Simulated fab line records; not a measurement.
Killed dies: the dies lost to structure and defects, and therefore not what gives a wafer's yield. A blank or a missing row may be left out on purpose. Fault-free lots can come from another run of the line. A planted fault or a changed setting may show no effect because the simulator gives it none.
Code-filled problem report in 8D (eight disciplines) form :: flow gf180mcu :: the parts of the form that need people (team, actions taken, sign-off) are left out

## 1. WHAT IS WRONG
Wafers with no fault read 2500.0 W with a standard deviation of 0.47, whereas cathode dc power W at GF_V3_SPUTTER_21 reads a mean of 1996.9 W on 1 wafer of 1 lot. So: -99 or more standard deviations from the usual mean.
The step: material Ti, target thk 15 nm, time 80.02 s.
Earliest sighting: wafer L555.5 on pvd sputter-04 at day 28 15:07. The record has a number at this step for 39 wafers belonging to 13 lots. The rule behind "out" and "out of limits": a value lying over 4 standard deviations away from the usual mean. The other wafers with a number count as sound.

## 2. WHAT IT IS; WHAT IT IS NOT
question: which readings at this step
is: cathode dc power W
is not: throttle valve pct

question: which lots
is: L555
is not: L536, L537, L538, L539, L540, L542, L543, L544, L545, L546, L547, L558

question: which wafers of those lots
is: L555.5
is not: L555.4, L555.6

question: read on which tools
is: pvd sputter-04
is not: pvd sputter-01, pvd sputter-02

question: when
is: from day 28 15:07
is not: up to then (35 sound wafers); but 3 sound wafers of L558 came after

## 3. SUSPECTS, AND WHAT RULES EACH OUT
Counting: if a tool at a process step up to the reading ran every lot that is out, it stays a suspect. Sound lots after the first of them don't rule it out here, since some wafers of a struck lot are sound.
- pvd sputter-04 at GF_V3_SPUTTER_21 (material Ti, target thk 15 nm, time 80.02 s): kept. L555, the lot that is out, went through it at day 28 15:07; up to then, the latest sound lot through it was L546 at day 25 19:31. Out on those wafers are its own readings of cathode dc power W.
The count leaves pvd sputter-04 at GF_V3_SPUTTER_21.

## 4. THE CAUSE (what the simulator had put in)
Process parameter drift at GF_V3_SPUTTER_21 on pvd sputter-04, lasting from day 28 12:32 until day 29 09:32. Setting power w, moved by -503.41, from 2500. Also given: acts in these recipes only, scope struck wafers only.
Counting left only this tool.

## 5. SEQUENCE OF EFFECTS, ordered by route
Each row: a reading whose mean over the struck wafers that have a number lies more than 3 standard deviations from the usual. Readings are gone through only where the record gives a usual standard deviation; hours: the median, over the lots, of the time from a lot's start at the first step in this table giving one to that lot's start at this step; sigmas: the change measured in usual standard deviations.
hours: 0
step: GF_V3_SPUTTER_21
reading: cathode dc power W
usual: 2500.0 W
on struck wafers: 1996.9
change: -503.1
sigmas: -99 or more
The process steps in it:
- GF_V3_SPUTTER_21: material Ti, target thk 15 nm, time 80.02 s.

## 6. HOW IT WOULD HAVE BEEN CAUGHT EARLIER
First out-of-limits reading in this record: day 28 15:07, which is 3 hours after fault onset at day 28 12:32.
